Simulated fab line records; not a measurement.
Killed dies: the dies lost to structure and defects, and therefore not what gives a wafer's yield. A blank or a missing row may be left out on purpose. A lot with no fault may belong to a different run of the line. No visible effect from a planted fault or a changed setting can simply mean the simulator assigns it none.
What tool caused it?    flow sky130    33 wafers from 11 lots sampled at 7 of the route's 708 steps

WHAT THE GAUGES READ, wafer by wafer
SKY_RES_PROTECT_TW_MEAS_08. Usual: POLY_GATE_TW gives 4041 (standard deviation 31).
lot   measured      on             POLY_GATE_TW    flag
L587  day 16 09:47  film_metro-03  4036 4041 4020  
L589  day 17 05:56  film_metro-04  4017 4049 4048  
L592  day 18 00:10  film_metro-03  4063 4054 4042  
L593  day 18 00:26  film_metro-02  4050 4077 4066  
L595  day 18 21:15  film_metro-03  4029 4071 4056  
L596  day 19 05:00  film_metro-04  4000 3984 3992  
L598  day 20 02:49  film_metro-03  4035 4020 4042  
L601  day 21 02:08  film_metro-03  4023 4041 4023  
L606  day 23 01:26  film_metro-02  4083 4083 4090  
L608  day 23 10:29  film_metro-02  4096 4083 4055  
L609  day 23 12:44  film_metro-03  4016 4031 4035  

SKY_LOCAL_INTERCONNECT_RS_MEAS_01: measures by four-point-probe. Usual: LOCAL_INTERCONNECT_TIN_RS gives 14.17 ohm/sq (standard deviation 0.19).
lot   measured      on             LOCAL_INTERCONNECT_TIN_RS (ohm/sq)  flag
L587  day 30 15:49  film_metro-03  14.30 14.02 14.19                   
L589  day 31 10:31  film_metro-02  14.25 14.49 14.40                   
L592  day 32 06:14  film_metro-03  14.04 14.41 14.00                   
L593  day 32 05:35  film_metro-03  14.46 13.99 14.28                   
L595  day 33 07:08  film_metro-02  14.23 13.96 13.93                   
L596  day 33 09:19  film_metro-04  14.17 14.12 14.58                   
L598  day 34 00:38  film_metro-04  14.28 14.26 15.75                   OFF
L601  day 34 21:23  film_metro-02  14.17 14.11 14.34                   
L606  day 36 11:49  film_metro-03  14.10 14.14 14.19                   
L608  day 36 22:41  film_metro-03  14.44 13.98 14.16                   
L609  day 37 00:20  film_metro-04  14.24 14.29 13.99                   

SKY_LOCAL_INTERCONNECT_THK_MEAS_02: measures by xrf. Usual: LOCAL_INTERCONNECT_TIN_THK gives 97.9 nm (standard deviation 1.3).
lot   measured      on             LOCAL_INTERCONNECT_TIN_THK (nm)  flag
L587  day 30 15:56  film_metro-03  97.3 99.1 98.0                   
L589  day 31 10:38  film_metro-02  96.4 95.2 96.1                   
L592  day 32 06:21  film_metro-03  99.1 96.5 99.5                   
L593  day 32 05:42  film_metro-03  96.2 98.9 97.8                   
L595  day 33 07:15  film_metro-02  97.1 99.2 99.1                   
L596  day 33 09:25  film_metro-04  98.5 98.3 95.2                   
L598  day 34 00:45  film_metro-04  97.8 97.5 89.1                   
L601  day 34 21:29  film_metro-02  97.3 98.2 96.6                   
L606  day 36 11:55  film_metro-03  98.7 99.1 97.8                   
L608  day 36 22:48  film_metro-03  96.4 99.6 97.8                   
L609  day 37 00:26  film_metro-04  97.5 97.3 99.2                   

SKY_VIA2_CD_MEAS_12 targets a cd of 200 nm. Usual: cd_nm at 200.0 nm, with a standard deviation of 1.3.
lot   measured      on         cd_nm (nm)         flag
L587  day 37 20:34  cd_sem-02  200.2 199.3 200.6  
L589  day 38 12:08  cd_sem-02  199.9 201.2 199.9  
L592  day 39 07:19  cd_sem-02  198.9 199.3 200.6  
L593  day 39 06:03  cd_sem-01  198.2 199.0 199.1  
L595  day 40 04:20  cd_sem-01  199.6 198.6 200.5  
L596  day 40 06:41  cd_sem-01  201.8 200.9 202.5  
L598  day 40 21:11  cd_sem-01  201.7 200.4 201.7  
L601  day 41 19:16  cd_sem-01  199.0 200.4 199.7  
L606  day 43 01:37  cd_sem-02  198.4 197.8 199.1  
L608  day 43 13:53  cd_sem-01  201.2 201.2 200.2  
L609  day 43 14:17  cd_sem-02  200.4 200.2 200.6  

WHICH TOOL RAN EACH LOT (tool, then ch and the chambers of the sampled wafers, then the start)
lot   SKY_LOCAL_INTERCONNECT_SPUTTER_00  SKY_LOCAL_INTERCONNECT_METAL_ETCH_14  SKY_METAL2_SPUTTER_01
L587  pvd_sputter-01, day 30 15:46       rie_metal-02 ch 0,1, day 31 21:10     pvd_sputter-01, day 35 14:08
L589  pvd_sputter-01, day 31 10:28       rie_metal-03 ch 0,1, day 32 14:01     pvd_sputter-01, day 36 06:02
L592  pvd_sputter-03, day 32 06:10       rie_metal-03 ch 0,1, day 33 10:04     pvd_sputter-02, day 37 00:57
L593  pvd_sputter-01, day 32 05:30       rie_metal-02 ch 0,1, day 33 09:22     pvd_sputter-03, day 36 23:57
L595  pvd_sputter-03, day 33 07:04       rie_metal-03 ch 0,1, day 34 09:47     pvd_sputter-03, day 37 23:33
L596  pvd_sputter-03, day 33 09:14       rie_metal-04 ch 0,1, day 34 11:53     pvd_sputter-03, day 38 01:26
L598  pvd_sputter-03, day 34 00:34       rie_metal-03 ch 0,1, day 35 04:08     pvd_sputter-01, day 38 17:11
L601  pvd_sputter-01, day 34 21:17       rie_metal-03 ch 0,1, day 36 01:17     pvd_sputter-03, day 39 15:12
L606  pvd_sputter-01, day 36 11:43       rie_metal-04 ch 0,1, day 37 14:53     pvd_sputter-01, day 40 23:49
L608  pvd_sputter-01, day 36 22:37       rie_metal-03 ch 0,1, day 38 01:47     pvd_sputter-03, day 41 11:28
L609  pvd_sputter-01, day 37 00:14       rie_metal-04 ch 0,1, day 38 03:06     pvd_sputter-02, day 41 13:10
- SKY_LOCAL_INTERCONNECT_SPUTTER_00: material TiN, target thk 100 nm, time 83.3 s.
- SKY_LOCAL_INTERCONNECT_METAL_ETCH_14: etches TiN in Cl2/BCl3, stops on PSG, target depth 110 nm, time 31.4 s.
- SKY_METAL2_SPUTTER_01: material TiN, target thk 20 nm, time 16.7 s.

WHAT THE TOOLS THEMSELVES READ (means of the sampled wafers that have a number; where no wafer has one, the mark that the record gives instead)
SKY_LOCAL_INTERCONNECT_SPUTTER_00. Usual: throttle_valve_pct at 30.4 %, with a standard deviation of 1.2.
lot   tool            throttle_valve_pct (%)  flag
L587  pvd_sputter-01  31.2                    
L589  pvd_sputter-01  31.0                    
L592  pvd_sputter-03  29.7                    
L593  pvd_sputter-01  31.4                    
L595  pvd_sputter-03  29.0                    
L596  pvd_sputter-03  29.1                    
L598  pvd_sputter-03  30.1                    
L601  pvd_sputter-01  31.4                    
L606  pvd_sputter-01  31.7                    
L608  pvd_sputter-01  31.5                    
L609  pvd_sputter-01  31.3                    

SKY_LOCAL_INTERCONNECT_METAL_ETCH_14. Usual: chamber_pressure_mTorr 10.000 mTorr, standard deviation 0.0086; drypump_motor_current_A 5.9 A, standard deviation 0.41; oes_product_au 0.940 a.u., standard deviation 0.0081; throttle_valve_pct 21.901 %, standard deviation 0.011.
lot   tool          chamber_pressure_mTorr (mTorr)  drypump_motor_current_A (A)  oes_product_au (a.u.)  throttle_valve_pct (%)  flag
L587  rie_metal-02  9.991                           6.2                          0.941                  21.887                  
L589  rie_metal-03  9.998                           6.0                          0.932                  21.904                  
L592  rie_metal-03  9.998                           5.7                          0.945                  21.893                  
L593  rie_metal-02  10.003                          6.0                          0.940                  21.903                  
L595  rie_metal-03  10.003                          5.7                          0.946                  21.895                  
L596  rie_metal-04  10.000                          5.6                          0.938                  21.896                  
L598  rie_metal-03  10.005                          6.0                          0.918                  21.920                  
L601  rie_metal-03  10.000                          6.0                          0.937                  21.914                  
L606  rie_metal-04  9.998                           5.9                          0.944                  21.893                  
L608  rie_metal-03  9.997                           5.7                          0.937                  21.913                  
L609  rie_metal-04  10.003                          5.6                          0.944                  21.894                  

SKY_METAL2_SPUTTER_01. Usual: throttle_valve_pct at 30.4 %, with a standard deviation of 1.3.
lot   tool            throttle_valve_pct (%)  flag
L587  pvd_sputter-01  31.5                    
L589  pvd_sputter-01  31.7                    
L592  pvd_sputter-02  29.9                    
L593  pvd_sputter-03  29.2                    
L595  pvd_sputter-03  29.8                    
L596  pvd_sputter-03  30.5                    
L598  pvd_sputter-01  31.7                    
L601  pvd_sputter-03  29.2                    
L606  pvd_sputter-01  31.8                    
L608  pvd_sputter-03  29.0                    
L609  pvd_sputter-02  29.5                    

THE ANSWER, worked out from the rows above alone
Rule: a lot is off if the mean of its wafers that have a number lies more than 3 standard deviations from the usual mean. A lot without any number at a reading at which 4 lots or more have one is off too. Where the step has rows for the other lots, those lots are counted as sound. First the gauges in route order, then the tools' own readings, where a lot's mean is used as printed above. At the first step where some lot is off, the reading lying furthest off is the one used; lots without a number count as furthest.
Off: L598, at SKY_LOCAL_INTERCONNECT_RS_MEAS_01 (LOCAL_INTERCONNECT_TIN_RS).
If a tool, at a process step before that reading, ran all the lots that are off and no sound lot after the first of them, it fits. Gauges at SKY_LOCAL_INTERCONNECT_RS_MEAS_01: tried the same way as those tools. One fits: SKY_LOCAL_INTERCONNECT_SPUTTER_00 on pvd_sputter-03. Its last sound lot is L596 (day 33 09:14), its first lot that is off L598 (day 34 00:34): a fault that began between those two fits.

WHAT HAD BEEN PUT IN BY THE SIMULATOR
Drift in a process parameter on pvd_sputter-03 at SKY_LOCAL_INTERCONNECT_SPUTTER_00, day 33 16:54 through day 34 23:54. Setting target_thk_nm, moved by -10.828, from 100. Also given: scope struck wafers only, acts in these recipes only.
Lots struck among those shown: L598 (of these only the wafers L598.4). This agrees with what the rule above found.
